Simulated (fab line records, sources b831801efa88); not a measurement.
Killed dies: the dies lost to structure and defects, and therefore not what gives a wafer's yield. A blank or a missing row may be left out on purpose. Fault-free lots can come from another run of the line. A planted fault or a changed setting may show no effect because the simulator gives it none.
Matching of chambers    flow sky130    4 sister chambers for SKY_VIA1_CMP_02 on cmp-02
The step polishes SiO2. 7 wafers are shown with their chamber, then 7 later ones without.

WAFERS, EACH WITH ITS CHAMBER
wafer   chamber  motor current A (A)  edge zone pressure frac
L709.5  2        10.4                 0.992
L710.1  3        10.2                 1.004
L725.1  1        14.1                 0.993
L725.2  0        12.8                 1.001
L725.3  3        9.5                  0.998
L726.1  1        13.2                 1.000
L726.3  0        12.5                 0.999

WAFERS WITH NO CHAMBER GIVEN
wafer   motor current A (A)  edge zone pressure frac
L726.5  10.8                 0.996
L728.2  13.9                 0.995
L728.3  10.6                 0.998
L728.6  9.6                  0.998
L730.4  9.9                  1.006
L730.5  10.8                 1.000
L730.6  9.8                  0.998

WHICH CHAMBER EACH WENT THROUGH
wafer   from the rows above           in truth
L726.5  can't be placed: 2 or 3       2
L728.2  1                             1
L728.3  can't be placed: 2 or 3       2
L728.6  can't be placed: 3 or 2       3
L730.4  3                             3
L730.5  can't be placed: 3 or 2 or 0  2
L730.6  can't be placed: 3 or 2       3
Placed correctly: 2 of 7. These rows do not allow placing 5 (true chamber among the candidates in 5). Placed wrongly: 0.
How it was worked out, from the rows above alone: a wafer's distance from a chamber is the root of the sum, over the readings, of the square of ((its reading less the chamber's mean) divided by the reading's scatter). The wafer belongs to the nearest chamber; if the next one is less than 2 further off, it can't be placed. For every chamber, the mean is computed from those of its wafers that are shown. The scatter: take each reading less its chamber's mean, square it, sum over the shown wafers, divide by the number of wafers less the number of chambers, and take the root.
